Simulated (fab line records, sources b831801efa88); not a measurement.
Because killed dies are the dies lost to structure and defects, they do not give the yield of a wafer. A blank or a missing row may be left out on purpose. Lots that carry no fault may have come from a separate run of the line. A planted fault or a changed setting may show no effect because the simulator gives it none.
Which tool was responsible? ; flow sky130 ; 36 wafers from 12 lots sampled at 5 of the route's 708 steps

## WHAT EACH GAUGE READ, for each wafer
SKY_NWELL_RS_MEAS_29: a four-point-probe measurement.
lot;measured;on;NWELL_RS (ohm/sq)
L330;day 5 09:16;film_metro-03;624.1 624.5 623.0
L335;day 6 11:18;film_metro-01;624.2 625.1 623.0
L336;day 6 16:05;film_metro-04;626.7 624.8 624.1
L337;day 6 22:12;film_metro-01;624.6 625.4 624.6
L338;day 7 03:12;film_metro-04;624.4 625.5 626.3
L339;day 7 13:32;film_metro-04;626.0 624.5 624.5
L340;day 7 22:22;film_metro-01;624.1 622.2 624.4
L341;day 8 01:25;film_metro-03;625.5 624.0 624.0
L343;day 8 13:28;film_metro-04;639.1 639.1 639.6
L344;day 8 18:56;film_metro-01;634.7 637.3 635.1
L349;day 10 02:06;film_metro-03;624.0 623.9 623.9
L351;day 10 16:55;film_metro-03;622.8 624.4 623.8

SKY_VT_ADJUST_LVTN_TW_MEAS_10.
lot;measured;on;VT_ADJUST_LVTN_TW
L330;day 6 23:02;film_metro-04;244.9 244.2 243.8
L335;day 8 03:03;film_metro-02;245.2 244.1 244.2
L336;day 8 07:45;film_metro-04;244.8 243.8 245.4
L337;day 8 14:56;film_metro-04;244.5 245.5 245.0
L338;day 8 20:42;film_metro-04;244.0 245.2 245.0
L339;day 9 07:03;film_metro-02;243.6 244.5 242.4
L340;day 9 17:26;film_metro-02;244.7 244.5 244.8
L341;day 9 20:22;film_metro-03;240.5 240.5 241.2
L343;day 10 08:53;film_metro-02;243.3 242.5 240.3
L344;day 10 15:52;film_metro-02;244.0 243.2 243.8
L349;day 12 01:30;film_metro-04;245.8 244.6 245.6
L351;day 12 17:34;film_metro-03;241.4 241.4 242.0

## TOOL THAT RAN EACH LOT (tool first, then ch and the chambers of the sampled wafers, then the start)
lot;SKY_DNWELL_STRIP_08;SKY_NWELL_IMPLANT_12;SKY_VT_ADJUST_LVTN_STRIP_09
L330;plasma_asher-04 ch 0,1, day 3 06:31;implanter-04 ch 0, day 4 15:06;plasma_asher-03 ch 0,1, day 6 22:56
L335;plasma_asher-02 ch 0,1, day 4 05:47;implanter-04 ch 0, day 5 16:26;plasma_asher-04 ch 0,1, day 8 02:57
L336;plasma_asher-02 ch 0,1, day 4 10:08;implanter-02 ch 0, day 5 21:03;plasma_asher-03 ch 0,1, day 8 07:39
L337;plasma_asher-03 ch 0,1, day 4 14:58;implanter-04 ch 0, day 6 02:35;plasma_asher-03 ch 0,1, day 8 14:50
L338;plasma_asher-02 ch 0,1, day 4 19:03;implanter-02 ch 0, day 6 07:48;plasma_asher-03 ch 0,1, day 8 20:36
L339;plasma_asher-04 ch 0,1, day 5 05:11;implanter-02 ch 0, day 6 16:43;plasma_asher-02 ch 0,1, day 9 06:56
L340;plasma_asher-02 ch 0,1, day 5 11:57;implanter-02 ch 0, day 7 01:44;plasma_asher-04 ch 0,1, day 9 17:20
L341;plasma_asher-04 ch 0,1, day 5 14:48;implanter-03 ch 0, day 7 04:31;plasma_asher-02 ch 0,1, day 9 20:16
L343;plasma_asher-04 ch 0,1, day 6 01:19;implanter-02 ch 0, day 7 16:05;plasma_asher-03 ch 0,1, day 10 08:47
L344;plasma_asher-02 ch 0,1, day 6 06:05;implanter-02 ch 0, day 7 21:26;plasma_asher-02 ch 0,1, day 10 15:47
L349;plasma_asher-04 ch 0,1, day 7 09:18;implanter-04 ch 0, day 9 02:48;plasma_asher-03 ch 0,1, day 12 01:25
L351;plasma_asher-02 ch 0,1, day 7 22:05;implanter-04 ch 0, day 9 17:00;plasma_asher-03 ch 0, day 12 17:27
- SKY_DNWELL_STRIP_08: strips in O2/N2.
- SKY_NWELL_IMPLANT_12
- SKY_VT_ADJUST_LVTN_STRIP_09: strips in O2/N2.

## AS READ BY THE TOOLS THEMSELVES (means over the sampled wafers that have a number; for cases with no such wafer, the mark the record gives instead)
SKY_DNWELL_STRIP_08.
lot;tool;drypump_motor_current_A (A);oes_product_au (a.u.);strip_time_to_endpoint_s (s)
L330;plasma_asher-04;5.63;0.725;36.96
L335;plasma_asher-02;5.81;0.720;36.92
L336;plasma_asher-02;5.99;0.723;36.91
L337;plasma_asher-03;5.67;0.723;36.94
L338;plasma_asher-02;5.83;0.724;37.02
L339;plasma_asher-04;5.61;0.727;36.88
L340;plasma_asher-02;5.81;0.722;36.93
L341;plasma_asher-04;5.70;0.720;36.87
L343;plasma_asher-04;5.65;0.721;36.90
L344;plasma_asher-02;5.96;0.723;36.85
L349;plasma_asher-04;5.62;0.718;36.86
L351;plasma_asher-02;5.96;0.725;36.87

SKY_NWELL_IMPLANT_12.
lot;tool;dose_ions_cm2;faraday_current_uA
L330;implanter-04;1.3004e+12;7.37
L335;implanter-04;1.2999e+12;7.22
L336;implanter-02;1.2987e+12;7.33
L337;implanter-04;1.2998e+12;7.26
L338;implanter-02;1.2999e+12;7.22
L339;implanter-02;1.3003e+12;7.43
L340;implanter-02;1.2996e+12;7.31
L341;implanter-03;1.2992e+12;7.33
L343;implanter-02;8.5217e+11;4.79
L344;implanter-02;8.5483e+11;4.71
L349;implanter-04;1.2994e+12;7.33
L351;implanter-04;1.2992e+12;7.31

SKY_VT_ADJUST_LVTN_STRIP_09.
lot;tool;drypump_motor_current_A (A);oes_product_au (a.u.);strip_time_to_endpoint_s (s)
L330;plasma_asher-03;5.54;0.725;36.96
L335;plasma_asher-04;5.63;0.722;36.90
L336;plasma_asher-03;5.68;0.724;37.03
L337;plasma_asher-03;5.67;0.721;36.73
L338;plasma_asher-03;5.53;0.726;36.88
L339;plasma_asher-02;5.96;0.720;36.91
L340;plasma_asher-04;5.62;0.723;36.83
L341;plasma_asher-02;5.82;0.724;36.99
L343;plasma_asher-03;5.68;0.719;36.99
L344;plasma_asher-02;5.81;0.721;36.95
L349;plasma_asher-03;5.55;0.718;37.02
L351;plasma_asher-03;5.76;0.726;37.18

## THE ANSWER, worked out from the rows above alone
Rule: the lots themselves supply what counts as usual. The widest of any qualifying gaps counts: lots, ordered by their means at a reading, are off when they make up no more than a third of the lots, leave a main group of 4 or more, and stand apart from it by 3 or more times the standard deviation of that group's means. A main group is skipped when, at the precision printed for the reading in the tables above, its means are all equal. A lot without any number at a reading at which 4 lots or more have one is off too. Any other lot the step has rows for is counted as sound. First the gauges in route order, then the tools' own readings, where a lot's mean is used as printed above. At the first step where some lot is off, the reading lying furthest off is the one used; lots without a number count as furthest.
Off: at SKY_NWELL_RS_MEAS_29 (NWELL_RS), L343, L344. Main group: mean 624.4 ohm/sq, sd 0.64.
A tool fits if, at a process step before that reading, it ran every lot that is off, and no sound lot after the first of them. The gauges at SKY_NWELL_RS_MEAS_29 aren't tried: what is off there is off at SKY_NWELL_IMPLANT_12 too, on other tools, and a gauge's error can't cause that. One candidate fits, namely implanter-02 at SKY_NWELL_IMPLANT_12. A fault onset in the window from L340 (day 7 01:44, its last sound lot) to L343 (day 7 16:05, its first lot off) fits.
The tool's own readings at SKY_NWELL_IMPLANT_12 bear it out: on the lots that are off they differ by more than 5 times the standard deviation of the sound lots' means. dose_ions_cm2 reads 8.5350e+11 there against 1.2996e+12 on the sound lots; faraday_current_uA reads 4.75 there against 7.31 on the sound lots.

## WHAT THE SIMULATOR PUT IN
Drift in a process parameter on implanter-02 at SKY_NWELL_IMPLANT_12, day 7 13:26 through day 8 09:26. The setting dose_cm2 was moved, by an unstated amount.
Struck lots among those shown: L343, L344. Same finding as the rule above.
